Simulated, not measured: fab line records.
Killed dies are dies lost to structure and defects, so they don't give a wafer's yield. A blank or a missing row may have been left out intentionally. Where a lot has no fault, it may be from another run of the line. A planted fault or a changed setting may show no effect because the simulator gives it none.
What tool caused it? | flow gf180mcu | 14 lots with 41 wafers sampled at 5 steps, on a route of 602 steps

## WHAT THE GAUGES READ, wafer by wafer
GF_POLY_GATE_CD_MEAS_10: the cd target is 280 nm. Usual: cd_nm 280.0 nm, standard deviation 0.97.
lot  | measured     | on        | cd_nm (nm)        | flag
L270 | day 9 04:58  | cd_sem-01 | 278.0 278.0 278.2 |
L271 | day 9 14:43  | cd_sem-01 | 280.3 279.4 280.0 |
L272 | day 9 20:47  | cd_sem-02 | 280.0 280.9 280.5 |
L276 | day 10 23:16 | cd_sem-02 | 281.4 227.2       | OFF
L277 | day 11 07:56 | cd_sem-01 | 279.8 223.6 281.5 | OFF
L285 | day 13 18:16 | cd_sem-01 | 280.5 280.1 278.9 |
L286 | day 14 04:10 | cd_sem-02 | 281.5 280.5 280.7 |
L287 | day 14 13:13 | cd_sem-02 | 280.4 279.3 279.5 |
L288 | day 15 00:23 | cd_sem-01 | 280.6 280.1 279.2 |
L289 | day 15 06:53 | cd_sem-02 | 279.0 280.0 279.6 |
L290 | day 15 07:01 | cd_sem-01 | 278.5 279.2 279.6 |
L291 | day 15 16:45 | cd_sem-02 | 279.5 279.2 280.5 |
L292 | day 15 22:23 | cd_sem-02 | 278.7 278.1 278.2 |
L293 | day 16 10:13 | cd_sem-01 | 279.8 280.0 280.1 |

GF_HV_LDD_CD_MEAS_07: the cd target is 400 nm. Usual: cd_nm 400.9 nm, standard deviation 2.8.
lot  | measured     | on        | cd_nm (nm)        | flag
L270 | day 9 23:27  | cd_sem-02 | 405.0 404.9 405.0 |
L271 | day 10 10:47 | cd_sem-01 | 401.8 400.4 400.2 |
L272 | day 10 17:07 | cd_sem-02 | 398.1 399.0 395.4 |
L276 | day 11 19:42 | cd_sem-02 | 402.3             |
L277 | day 12 05:08 | cd_sem-01 | 401.4 399.5       |
L285 | day 14 16:35 | cd_sem-01 | 399.1 398.2 399.9 |
L286 | day 15 03:03 | cd_sem-02 | 402.7 400.1 403.4 |
L287 | day 15 12:57 | cd_sem-01 | 398.7 400.5 400.0 |
L288 | day 15 22:26 | cd_sem-01 | 402.7 404.3 404.6 |
L289 | day 16 07:07 | cd_sem-01 | 398.3 397.5 396.8 |
L290 | day 16 07:25 | cd_sem-02 | 397.6 397.2 396.2 |
L291 | day 16 17:07 | cd_sem-01 | 403.3 402.9 404.7 |
L292 | day 16 22:53 | cd_sem-01 | 401.7 402.4 403.0 |
L293 | day 17 10:49 | cd_sem-01 | 400.6 401.7 399.1 |

GF_SAB_OVL_MEAS_10. Usual: for SAB_OVL the level is 0.1 nm and the standard deviation is 1.4.
lot  | measured     | on         | SAB_OVL (nm)   | flag
L270 | day 15 02:08 | overlay-02 | 0.0 -0.4 1.8   |
L271 | day 15 16:03 | overlay-01 | 2.1 0.8 0.2    |
L272 | day 15 21:44 | overlay-01 | 1.4 1.0 2.9    |
L276 | day 17 11:14 | overlay-01 | 1.8            |
L277 | day 17 18:58 | overlay-02 | 0.6 0.4        |
L285 | day 20 17:25 | overlay-02 | -1.7 0.1 -0.4  |
L286 | day 21 05:23 | overlay-01 | -0.3 -0.8 -0.1 |
L287 | day 21 16:34 | overlay-01 | -0.7 0.9 -0.9  |
L288 | day 22 03:06 | overlay-01 | 0.6 1.0 1.2    |
L289 | day 22 11:16 | overlay-02 | -0.1 1.0 -1.6  |
L290 | day 22 11:53 | overlay-01 | -0.2 -0.5 -1.6 |
L291 | day 22 22:37 | overlay-01 | -2.5 0.3 -1.8  |
L292 | day 23 03:37 | overlay-01 | -0.6 0.3 -0.2  |
L293 | day 23 16:22 | overlay-01 | 2.6 -0.3 1.1   |

## EACH LOT AND THE TOOL THAT RAN IT (in order: tool; ch and the chambers of the sampled wafers; start)
lot  | GF_POLY_GATE_EXPOSE_07            | GF_POLY_GATE_ETCH_12
L270 | krf_scanner-02 ch 0, day 8 20:10  | rie_diel-03 ch 2,3, day 9 05:06
L271 | krf_scanner-01 ch 0, day 9 06:11  | rie_diel-02 ch 1,2,3, day 9 14:51
L272 | krf_scanner-02 ch 0, day 9 12:31  | rie_diel-02 ch 2,3, day 9 20:56
L276 | krf_scanner-02 ch 0, day 10 13:56 | rie_diel-04 ch 0,3, day 10 23:22
L277 | krf_scanner-02 ch 0, day 10 23:02 | rie_diel-04 ch 0,3, day 11 08:05
L285 | krf_scanner-01 ch 0, day 13 08:07 | rie_diel-03 ch 0,1,3, day 13 18:22
L286 | krf_scanner-02 ch 0, day 13 18:01 | rie_diel-04 ch 0,1, day 14 04:17
L287 | krf_scanner-01 ch 0, day 14 02:44 | rie_diel-03 ch 0,2,3, day 14 13:20
L288 | krf_scanner-02 ch 0, day 14 13:56 | rie_diel-04 ch 0,1,2, day 15 00:31
L289 | krf_scanner-02 ch 0, day 14 20:24 | rie_diel-04 ch 0,2,3, day 15 06:59
L290 | krf_scanner-01 ch 0, day 14 20:50 | rie_diel-03 ch 0,2,3, day 15 07:08
L291 | krf_scanner-02 ch 0, day 15 05:32 | rie_diel-03 ch 0,1,2, day 15 16:52
L292 | krf_scanner-01 ch 0, day 15 13:31 | rie_diel-02 ch 0,2,3, day 15 22:32
L293 | krf_scanner-01 ch 0, day 15 22:41 | rie_diel-02 ch 0,1, day 16 10:22
- GF_POLY_GATE_EXPOSE_07: exposes mask Poly2, target cd 280 nm.
- GF_POLY_GATE_ETCH_12: etches BARC in N2/H2.

## WHAT THE TOOLS THEMSELVES READ (means of the sampled wafers that have a number; where no wafer has one, the mark that the record gives instead)
GF_POLY_GATE_EXPOSE_07. Usual: focus_offset_nm -0.1 nm, standard deviation 0.44.
lot  | tool           | focus_offset_nm (nm) | flag
L270 | krf_scanner-02 | -0.1                 |
L271 | krf_scanner-01 | 0.3                  |
L272 | krf_scanner-02 | -0.3                 |
L276 | krf_scanner-02 | -0.3                 |
L277 | krf_scanner-02 | -0.1                 |
L285 | krf_scanner-01 | 0.0                  |
L286 | krf_scanner-02 | -0.1                 |
L287 | krf_scanner-01 | 0.2                  |
L288 | krf_scanner-02 | -0.5                 |
L289 | krf_scanner-02 | 0.2                  |
L290 | krf_scanner-01 | -0.3                 |
L291 | krf_scanner-02 | 0.0                  |
L292 | krf_scanner-01 | -0.4                 |
L293 | krf_scanner-01 | -0.0                 |

GF_POLY_GATE_ETCH_12. Usual: drypump_motor_current_A 5.6 A, standard deviation 0.37; oes_product_au 0.735 a.u., standard deviation 0.0048; throttle_valve_pct 13.214 %, standard deviation 0.0097.
lot  | tool        | drypump_motor_current_A (A) | oes_product_au (a.u.) | throttle_valve_pct (%) | flag
L270 | rie_diel-03 | 5.3                         | 0.737                 | 13.210                 |
L271 | rie_diel-02 | 5.7                         | 0.733                 | 13.209                 |
L272 | rie_diel-02 | 5.6                         | 0.730                 | 13.215                 |
L276 | rie_diel-04 | 6.1                         | 0.739                 | 13.213                 |
L277 | rie_diel-04 | 6.0                         | 0.732                 | 13.208                 |
L285 | rie_diel-03 | 5.4                         | 0.740                 | 13.218                 |
L286 | rie_diel-04 | 5.9                         | 0.738                 | 13.214                 |
L287 | rie_diel-03 | 5.5                         | 0.733                 | 13.219                 |
L288 | rie_diel-04 | 5.6                         | 0.735                 | 13.208                 |
L289 | rie_diel-04 | 5.8                         | 0.741                 | 13.216                 |
L290 | rie_diel-03 | 5.5                         | 0.734                 | 13.218                 |
L291 | rie_diel-03 | 5.7                         | 0.736                 | 13.214                 |
L292 | rie_diel-02 | 5.6                         | 0.734                 | 13.209                 |
L293 | rie_diel-02 | 6.0                         | 0.732                 | 13.215                 |

## THE ANSWER, worked out from the rows above alone
Rule: a lot is off if the mean of its wafers that have a number lies more than 3 standard deviations from the usual mean. Also off: a lot with no number at a reading for which 4 or more lots have one. Any other lot the step has rows for is counted as sound. First the gauges in route order, then the tools' own readings, where a lot's mean is used as printed above. The first step at which some lot is off is used, and at that step the reading that is off furthest; a lot without a number counts as furthest.
Off: L276, L277 (GF_POLY_GATE_CD_MEAS_10, cd_nm).
If a tool, at a process step before that reading, ran all the lots that are off and no sound lot after the first of them, it fits. Gauges at GF_POLY_GATE_CD_MEAS_10: tried the same way as those tools. Not one of the candidates tried fits.

## WHAT THE SIMULATOR PUT IN
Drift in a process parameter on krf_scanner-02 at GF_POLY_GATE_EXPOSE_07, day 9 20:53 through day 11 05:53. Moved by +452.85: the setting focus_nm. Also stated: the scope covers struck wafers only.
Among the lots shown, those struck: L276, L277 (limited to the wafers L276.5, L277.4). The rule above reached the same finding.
